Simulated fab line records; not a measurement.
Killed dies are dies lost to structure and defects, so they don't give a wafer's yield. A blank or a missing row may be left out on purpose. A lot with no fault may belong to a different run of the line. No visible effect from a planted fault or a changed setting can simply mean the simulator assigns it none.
fab line records    flow sky130
[record] lots = 5  wafers = 15  last_day = 50
route steps=708 shown RES_XHIGH@339 SD_N@342 SD_P@359 SALICIDE@361 LI_CONTACT@362
lots untouched by any fault: they come from a run of this same line in which no faults occurred
start_h: the number of hours between the record's first day and the start of the first shown wafer of the lot    wait_h: hours elapsed since this lot's preceding step    " identical to the entry in the row above    L1.1+2: a single row standing in for several wafers    - either no value or no given start    * or withheld: withheld    < > ~ a bound
route shown NAME@n: a module of which the file shows steps, and the number in the route of the first    usual: mean/standard deviation of fault-free wafers    same: alike in all rows    chamber/n: place in a boat    sites: readings site by site    _std_site: the standard deviation of these    _edge_site: the outer-site mean with the inner-site mean subtracted    radius_mm: for every site, how far away it sits from the centre of the wafer    mask NAME#n: copy n    behind: the tool/chamber that last shaped the wafer    hold: the reason the lot was held/the length of the hold in hours/how it ended    device: transistor that didn't switch, given as n, p or np    end of line: the tests these same wafers got at the end of their route    a step without rows: its recipe alone    killed: at the first sort, the dies lost to defects and structure; wafer yield is something else    map: per-die view of a wafer (x killed, . not killed, _ where there is no die)
set.NAME: the run value of the setting; set.NAME@STEP: its run value at that earlier step    model.NAME: the simulator's own value behind a step, which no gauge read
lots at selected steps of the route; one table per step, one row per wafer
services: a tool's chamber out of use, with start hour (start_h, from the record's first day; less than 0 if before it), hours out, and reason
[[steps]]
[step SKY_RES_XHIGH_IMPLANT_07]
[recipe] species = BF2  energy_kev = 20  dose_cm2 = 3.6e+14  tilt_deg = 0
lot.wafer   tool          chamber  start_h  wait_h
L076.1+2+3  implanter-04  0        657.03   0.1
L080.1+3+4  implanter-03  0        677.91   0.1
L090.2+4+5  implanter-04  0        756.36   0.1
L092.2+3+4  implanter-04  0        761.85   0.1
L094.1+3+4  implanter-04  0        776.98   0.1
[step SKY_RES_XHIGH_STRIP_08]
[recipe] chemistry = O2/N2  power_w = 1400  pressure_mtorr = 1500  platen_temp_c = withheld  o2_flow_sccm = 3000  n2_flow_sccm = 300  overash_fraction = 0.5
[usual] drypump_motor_current_A = 5.6/0.59  oes_product_au = 0.711/0.0042  strip_time_to_endpoint_s = 14.26/0.037
lot.wafer  tool             chamber  start_h  wait_h  drypump_motor_current_A  oes_product_au  rf_hours_counter_h  strip_time_to_endpoint_s
L076.1     plasma_asher-03  0        657.18   0.1     4.9                      0.711           52                  14.29
L076.2     "                1        "        "       6.3                      0.716           52                  14.27
L076.3     "                0        "        "       4.9                      0.714           -                   14.29
L080.1     plasma_asher-01  0        678.06   0.1     6.4                      0.709           99                  14.29
L080.3     "                0        "        "       6.4                      0.711           -                   14.27
L080.4     "                1        "        "       5.7                      0.713           -                   14.26
L090.2     plasma_asher-01  1        756.49   0.1     5.6                      0.716           1                   14.25
L090.4     "                1        "        "       5.7                      0.704           -                   14.26
L090.5     "                1        "        "       5.6                      0.703           -                   14.27
L092.2     plasma_asher-01  1        761.98   0.1     5.6                      0.709           2                   14.24
L092.3     "                1        "        "       5.6                      0.711           -                   14.25
L092.4     "                0        "        "       6.4                      0.706           -                   14.22
L094.1     plasma_asher-01  0        777.13   0.1     6.4                      0.713           3                   14.23
L094.3     "                0        "        "       6.4                      0.706           -                   14.23
L094.4     "                1        "        "       5.6                      0.714           -                   14.28
[step SKY_RES_XHIGH_TW_MEAS_09]
[usual] RES_XHIGH_TW = 1644/7.9
lot.wafer  tool           chamber  start_h  wait_h  RES_XHIGH_TW
L076.1     film_metro-01  -        657.28   0.1     1629
L076.2     "              -        "        "       1638
L076.3     "              -        "        "       1632
L080.1     film_metro-02  -        678.16   0.1     1639
L080.3     "              -        "        "       1643
L080.4     "              -        "        "       1646
L090.2     film_metro-02  -        756.60   0.1     1634
L090.4     "              -        "        "       1640
L090.5     "              -        "        "       1634
L092.2     film_metro-01  -        762.09   0.1     1659
L092.3     "              -        "        "       1656
L092.4     "              -        "        "       1660
L094.1     film_metro-03  -        777.23   0.1     1647
L094.3     "              -        "        "       1647
L094.4     "              -        "        "       1649
[step SKY_SD_N_DEHYDRATE_00]
[recipe] temp_c = 200  time_s = 60
lot.wafer   tool            chamber  start_h  wait_h
L076.1+2+3  litho_track-01  0        670.83   13.5
L080.1+3+4  litho_track-02  0        690.91   12.7
L090.2+4+5  litho_track-01  0        770.05   13.4
L092.2+3+4  litho_track-02  0        774.64   12.5
L094.1+3+4  litho_track-02  0        790.61   13.4
[step SKY_SD_N_HMDS_01]
[recipe] prime_time_s = 60  prime_temp_c = 120
lot.wafer   tool            chamber  start_h  wait_h
L076.1+2+3  litho_track-01  0        670.98   0.1
L080.1+3+4  litho_track-02  0        691.06   0.1
L090.2+4+5  litho_track-01  0        770.20   0.1
L092.2+3+4  litho_track-02  0        774.79   0.1
L094.1+3+4  litho_track-02  0        790.76   0.1
[step SKY_SD_N_COAT_02]
[recipe] resist = NOVOLAK  spin_rpm = 3000  resist_thk_nm = 1140
lot.wafer   tool            chamber  start_h  wait_h
L076.1+2+3  litho_track-01  0        671.13   0.1
L080.1+3+4  litho_track-02  0        691.21   0.1
L090.2+4+5  litho_track-01  0        770.35   0.1
L092.2+3+4  litho_track-02  0        774.94   0.1
L094.1+3+4  litho_track-02  0        790.91   0.1
[step SKY_SD_N_SOFTBAKE_03]
[recipe] temp_c = 90  time_s = 60  resist = NOVOLAK
lot.wafer   tool            chamber  start_h  wait_h
L076.1+2+3  litho_track-01  0        671.28   0.1
L080.1+3+4  litho_track-02  0        691.36   0.1
L090.2+4+5  litho_track-01  0        770.50   0.1
L092.2+3+4  litho_track-02  0        775.09   0.1
L094.1+3+4  litho_track-02  0        791.06   0.1
[step SKY_SD_N_EXPOSE_04]
[recipe] mask_id = NSDM  na = 0.6  source_shape = conventional  sigma_outer = 0.6  polarization = unpolarized  target_cd_nm = 380  dose_mj = 141
[usual] focus_offset_nm = 0.0/0.47
lot.wafer  tool              chamber  start_h  wait_h  mask    focus_offset_nm
L076.1     iline_stepper-01  0        -        -       NSDM#0  0.2
L076.2     "                 0        "        "       NSDM#0  0.1
L076.3     "                 0        "        "       NSDM#0  -0.2
L080.1     iline_stepper-01  0        -        -       NSDM#0  -0.7
L080.3     "                 0        "        "       NSDM#0  -0.2
L080.4     "                 0        "        "       NSDM#0  0.2
L090.2     iline_stepper-01  0        -        -       NSDM#0  -0.4
L090.4     "                 0        "        "       NSDM#0  -0.2
L090.5     "                 0        "        "       NSDM#0  -0.2
L092.2     iline_stepper-01  0        -        -       NSDM#0  -0.3
L092.3     "                 0        "        "       NSDM#0  0.1
L092.4     "                 0        "        "       NSDM#0  -0.4
L094.1     iline_stepper-02  0        -        -       NSDM#0  -0.3
L094.3     "                 0        "        "       NSDM#0  -0.8
L094.4     "                 0        "        "       NSDM#0  -0.2
[step SKY_SD_N_PEB_05]
[recipe] temp_c = withheld  time_s = *  resist = NOVOLAK
lot.wafer   tool            chamber  start_h  wait_h
L076.1+2+3  litho_track-02  0        -        -
L080.1+3+4  litho_track-02  0        -        -
L090.2+4+5  litho_track-04  0        -        -
L092.2+3+4  litho_track-02  0        -        -
L094.1+3+4  litho_track-01  0        -        -
[step SKY_SD_N_DEVELOP_06]
[recipe] resist = NOVOLAK  developer = TMAH  develop_time_s = 60  dev_temp_c = 23
lot.wafer   tool            chamber  start_h  wait_h
L076.1+2+3  litho_track-02  0        685.31   0.1
L080.1+3+4  litho_track-02  0        705.51   0.1
L090.2+4+5  litho_track-04  0        783.73   0.1
L092.2+3+4  litho_track-02  0        788.44   0.1
L094.1+3+4  litho_track-01  0        803.73   0.1
[step SKY_SD_N_CD_MEAS_07]
[recipe] target_cd_nm = 380
[usual] cd_nm = 380.8/2.1
lot.wafer  tool       chamber  start_h  wait_h  cd_nm
L076.1     cd_sem-02  -        685.46   0.1     380.4
L076.2     "          -        "        "       381.7
L076.3     "          -        "        "       379.0
L080.1     cd_sem-01  -        705.66   0.1     381.8
L080.3     "          -        "        "       380.9
L080.4     "          -        "        "       382.3
L090.2     cd_sem-02  -        783.87   0.1     383.6
L090.4     "          -        "        "       382.8
L090.5     "          -        "        "       380.2
L092.2     cd_sem-02  -        788.58   0.1     382.5
L092.3     "          -        "        "       379.2
L092.4     "          -        "        "       380.3
L094.1     cd_sem-01  -        803.88   0.1     382.7
L094.3     "          -        "        "       384.2
L094.4     "          -        "        "       383.4
[step SKY_SD_N_OVL_MEAS_08]
[usual] SD_N_OVL = -0.3/1.3
lot.wafer  tool        chamber  start_h  wait_h  SD_N_OVL[nm]
L076.1     overlay-02  -        685.58   0.1     0.6
L076.2     "           -        "        "       -1.1
L076.3     "           -        "        "       0.7
L080.1     overlay-01  -        705.78   0.1     0.0
L080.3     "           -        "        "       -0.9
L080.4     "           -        "        "       -0.9
L090.2     overlay-01  -        783.99   0.1     -0.2
L090.4     "           -        "        "       -0.9
L090.5     "           -        "        "       -0.9
L092.2     overlay-01  -        788.69   0.1     -0.5
L092.3     "           -        "        "       0.9
L092.4     "           -        "        "       -1.7
L094.1     overlay-01  -        804.00   0.1     -0.9
L094.3     "           -        "        "       -2.3
L094.4     "           -        "        "       -0.4
[step SKY_SD_N_IMPLANT_09]
[recipe] species = As  energy_kev = 50  dose_cm2 = 4e+15  tilt_deg = 0
lot.wafer   tool          chamber  start_h  wait_h
L076.1+2+3  implanter-03  0        685.62   0.0
L080.1+3+4  implanter-03  0        705.82   0.0
L090.2+4+5  implanter-02  0        784.05   0.0
L092.2+3+4  implanter-03  0        788.74   0.0
L094.1+3+4  implanter-03  0        804.04   0.0
[step SKY_SD_N_IMPLANT_10]
[recipe] species = P  energy_kev = 20  dose_cm2 = 1e+14  tilt_deg = 0
lot.wafer   tool          chamber  start_h  wait_h
L076.1+2+3  implanter-03  0        685.77   0.1
L080.1+3+4  implanter-03  0        705.97   0.1
L090.2+4+5  implanter-02  0        784.20   0.1
L092.2+3+4  implanter-03  0        788.89   0.1
L094.1+3+4  implanter-03  0        804.19   0.1
[step SKY_SD_N_STRIP_11]
[recipe] chemistry = O2/N2  power_w = 1400  pressure_mtorr = 1500  platen_temp_c = withheld  o2_flow_sccm = 3000  n2_flow_sccm = 300  overash_fraction = 0.5
[usual] drypump_motor_current_A = 5.8/0.54  oes_product_au = 0.527/0.0049  strip_time_to_endpoint_s = 22.56/0.041
lot.wafer  tool             chamber  start_h  wait_h  drypump_motor_current_A  oes_product_au  rf_hours_counter_h  strip_time_to_endpoint_s
L076.1     plasma_asher-04  0        685.92   0.1     5.8                      0.531           87                  22.55
L076.2     "                1        "        "       6.0                      0.528           87                  22.58
L076.3     "                0        "        "       5.7                      0.539           -                   22.60
L080.1     plasma_asher-03  1        706.12   0.1     6.3                      0.524           56                  22.54
L080.3     "                0        "        "       4.9                      0.517           -                   22.58
L080.4     "                1        "        "       6.3                      0.530           -                   22.56
L090.2     plasma_asher-04  1        784.32   0.1     6.0                      0.527           96                  22.56
L090.4     "                1        "        "       6.0                      0.520           -                   22.54
L090.5     "                0        "        "       5.7                      0.531           -                   22.56
L092.2     plasma_asher-04  1        789.02   0.1     6.0                      0.520           97                  22.65
L092.3     "                1        "        "       6.0                      0.524           -                   22.65
L092.4     "                0        "        "       5.8                      0.526           -                   22.66
L094.1     plasma_asher-01  1        804.34   0.1     5.6                      0.526           6                   22.60
L094.3     "                0        "        "       6.4                      0.529           -                   22.57
L094.4     "                1        "        "       5.6                      0.527           -                   22.60
[step SKY_SD_N_TW_MEAS_12]
[usual] SD_N_TW = 3997/23
lot.wafer  tool           chamber  start_h  wait_h  SD_N_TW
L076.1     film_metro-03  -        686.02   0.1     3972
L076.2     "              -        "        "       3961
L076.3     "              -        "        "       3957
L080.1     film_metro-02  -        706.22   0.1     4013
L080.3     "              -        "        "       4004
L080.4     "              -        "        "       4015
L090.2     film_metro-03  -        784.43   0.1     3946
L090.4     "              -        "        "       3999
L090.5     "              -        "        "       3981
L092.2     film_metro-02  -        789.13   0.1     4027
L092.3     "              -        "        "       3997
L092.4     "              -        "        "       4007
L094.1     film_metro-01  -        804.44   0.1     4005
L094.3     "              -        "        "       3991
L094.4     "              -        "        "       4013
[step SKY_SD_N_CLEAN_13]
[recipe] chemistry = SC1/SC2  mix = 1:4:20  temp_c = 70  time_s = 150  dry = n2_spin
[usual] bath_heat_duty_pct = 13.1/1.8  temp_c = 69.99/0.13
lot.wafer  tool          chamber  start_h  wait_h  bath_heat_duty_pct  temp_c
L076.1     wet_bench-01  1        686.08   0.1     11.5                70.08
L076.2     "             1        "        "       10.7                69.86
L076.3     "             1        "        "       10.9                69.97
L080.1     wet_bench-04  1        706.28   0.1     16.4                69.92
L080.3     "             1        "        "       15.8                69.96
L080.4     "             1        "        "       15.1                70.05
L090.2     wet_bench-04  1        784.48   0.0     13.9                70.08
L090.4     "             1        "        "       15.2                70.01
L090.5     "             1        "        "       13.5                69.92
L092.2     wet_bench-03  0        789.18   0.0     14.7                69.79
L092.3     "             0        "        "       15.1                69.95
L092.4     "             0        "        "       13.7                69.94
L094.1     wet_bench-01  3        804.50   0.1     17.1                70.03
L094.3     "             3        "        "       15.9                70.06
L094.4     "             3        "        "       16.6                69.86
[step SKY_SD_N_RTA_14]
[recipe] temp_c = 1075  time_s = 2  idle_temp_c = 650  ramp_up_c_per_s = 150  ramp_down_c_per_s = 90  ambient = N2
[usual] lamp_power_pct = 15.73/0.053  wafer_temp_C_max = 1078.0/1.5
lot.wafer  tool           chamber  start_h  wait_h  lamp_power_pct  wafer_temp_C_max
L076.1     rtp_anneal-01  0        686.13   0.0     15.67           1079.9
L076.2     "              0        "        "       15.73           1076.9
L076.3     "              0        "        "       15.76           1077.8
L080.1     rtp_anneal-01  0        706.33   0.0     15.71           1077.5
L080.3     "              0        "        "       15.62           1077.7
L080.4     "              0        "        "       15.70           1079.6
L090.2     rtp_anneal-02  0        784.54   0.0     15.72           1078.6
L090.4     "              0        "        "       15.79           1079.0
L090.5     "              0        "        "       15.64           1076.9
L092.2     rtp_anneal-01  0        789.24   0.0     15.75           1075.2
L092.3     "              0        "        "       15.73           1077.4
L092.4     "              0        "        "       15.77           1078.6
L094.1     rtp_anneal-01  0        804.55   0.0     15.83           1079.3
L094.3     "              0        "        "       15.71           1080.0
L094.4     "              0        "        "       15.71           1075.9
[step SKY_SD_N_RS_MEAS_16]
[recipe] thk_meas_gauge = four-point-probe
[usual] SD_N_RS = 68.61/0.12
lot.wafer  tool           chamber  start_h  wait_h  SD_N_RS[ohm/sq]
L076.1     film_metro-03  -        686.30   0.1     68.61
L076.2     "              -        "        "       68.53
L076.3     "              -        "        "       68.48
L080.1     film_metro-03  -        706.50   0.1     68.53
L080.3     "              -        "        "       68.59
L080.4     "              -        "        "       68.55
L090.2     film_metro-02  -        784.72   0.1     68.64
L090.4     "              -        "        "       68.67
L090.5     "              -        "        "       68.72
L092.2     film_metro-02  -        789.43   0.1     68.54
L092.3     "              -        "        "       68.57
L092.4     "              -        "        "       68.70
L094.1     film_metro-02  -        804.72   0.1     68.64
L094.3     "              -        "        "       68.47
L094.4     "              -        "        "       68.68
[step SKY_SD_N_RS_MEAS_17]
[recipe] thk_meas_gauge = four-point-probe
[usual] SD_P_RS = 147.1/0.39
lot.wafer  tool           chamber  start_h  wait_h  SD_P_RS[ohm/sq]
L076.1     film_metro-03  -        686.42   0.1     147.6
L076.2     "              -        "        "       146.7
L076.3     "              -        "        "       147.0
L080.1     film_metro-03  -        706.62   0.1     147.2
L080.3     "              -        "        "       147.0
L080.4     "              -        "        "       146.9
L090.2     film_metro-02  -        784.84   0.1     147.3
L090.4     "              -        "        "       146.8
L090.5     "              -        "        "       146.9
L092.2     film_metro-02  -        789.55   0.1     146.7
L092.3     "              -        "        "       146.8
L092.4     "              -        "        "       147.4
L094.1     film_metro-02  -        804.84   0.1     147.0
L094.3     "              -        "        "       147.0
L094.4     "              -        "        "       146.9
[step SKY_SD_N_RS_MEAS_18]
[recipe] thk_meas_gauge = four-point-probe
[usual] RES_XHIGH_RS = 333.6/1.1
lot.wafer  tool           chamber  start_h  wait_h  RES_XHIGH_RS[ohm/sq]
L076.1     film_metro-03  -        686.54   0.1     335.3
L076.2     "              -        "        "       334.8
L076.3     "              -        "        "       336.4
L080.1     film_metro-03  -        706.74   0.1     334.1
L080.3     "              -        "        "       335.3
L080.4     "              -        "        "       334.2
L090.2     film_metro-02  -        784.96   0.1     334.8
L090.4     "              -        "        "       333.8
L090.5     "              -        "        "       333.9
L092.2     film_metro-02  -        789.67   0.1     332.0
L092.3     "              -        "        "       333.2
L092.4     "              -        "        "       333.5
L094.1     film_metro-02  -        804.96   0.1     331.6
L094.3     "              -        "        "       331.3
L094.4     "              -        "        "       331.9
[step SKY_SALICIDE_CLEAN_00]
[recipe] chemistry = HF-last  time_s = 30  dilution = 100:1  dry = ipa_marangoni
lot.wafer   tool          chamber  start_h  wait_h
L076.1+2+3  wet_bench-03  2        686.66   0.1
L080.1+3+4  wet_bench-02  3        706.86   0.1
L090.2+4+5  wet_bench-02  2        785.06   0.1
L092.2+3+4  wet_bench-04  2        789.77   0.1
L094.1+3+4  wet_bench-03  2        805.08   0.1
[step SKY_LI_CONTACT_HDPCVD_00]
[recipe] material = PSG  target_thk_nm = 930  sigma_open_frac = 0.3  time_s = 155  temp_c = 600  sih4_flow_sccm = 60  pressure_mtorr = 6
lot.wafer   tool       chamber  start_h  wait_h
L076.1+2+3  hdpcvd-02  2,0,1    686.70   0.0
L080.1+3+4  hdpcvd-01  1,2,0    706.88   0.0
L090.2+4+5  hdpcvd-02  0,0,1    785.08   0.0
L092.2+3+4  hdpcvd-02  1,2,0    789.78   0.0
L094.1+3+4  hdpcvd-02  0,2,2    805.10   0.0
[step SKY_LI_CONTACT_THK_MEAS_01]
[recipe] reads = PSG_of_LI_CONTACT_HDPCVD_00
[usual] LI_CONTACT_HDPCVD_THK = 927/11
lot.wafer  tool           chamber  start_h  wait_h  LI_CONTACT_HDPCVD_THK[nm]
L076.1     film_metro-01  -        686.80   0.1     912
L076.2     "              -        "        "       938
L076.3     "              -        "        "       932
L080.1     film_metro-03  -        706.98   0.1     942
L080.3     "              -        "        "       920
L080.4     "              -        "        "       935
L090.2     film_metro-01  -        785.20   0.1     917
L090.4     "              -        "        "       908
L090.5     "              -        "        "       921
L092.2     film_metro-01  -        789.90   0.1     923
L092.3     "              -        "        "       903
L092.4     "              -        "        "       929
L094.1     film_metro-01  -        805.20   0.1     940
L094.3     "              -        "        "       924
L094.4     "              -        "        "       919
[[services]]
tool              chamber  start_h  hours  kind
hdpcvd-01         -        633.44   2.7    repair
hdpcvd-02         -        650.27   5.6    repair
hdpcvd-02         -        655.86   15.0   pm
hdpcvd-02         0        655.86   15.0   vent_cycle
hdpcvd-02         1        655.86   15.0   vent_cycle
hdpcvd-02         2        655.86   15.0   vent_cycle
iline_stepper-02  -        665.16   1.3    repair
hdpcvd-02         0        670.86   -      clean
implanter-02      -        674.84   3.0    repair
hdpcvd-02         2        678.92   4.1    repair
iline_stepper-01  -        679.26   10.7   repair
wet_bench-03      -        693.74   1.4    repair
implanter-04      -        703.49   2.9    repair
implanter-04      -        705.29   16.1   repair
iline_stepper-02  -        721.62   3.1    repair
plasma_asher-01   -        733.75   9.0    pm
plasma_asher-01   0        733.75   9.0    vent_cycle
plasma_asher-01   1        733.75   9.0    vent_cycle
iline_stepper-02  -        742.49   1.7    pm
plasma_asher-01   0        742.75   -      clean
plasma_asher-01   1        742.75   -      clean
implanter-02      -        762.55   5.2    pm
implanter-03      -        785.79   1.7    repair
plasma_asher-03   -        799.25   2.8    pm
[[key]]
fault none
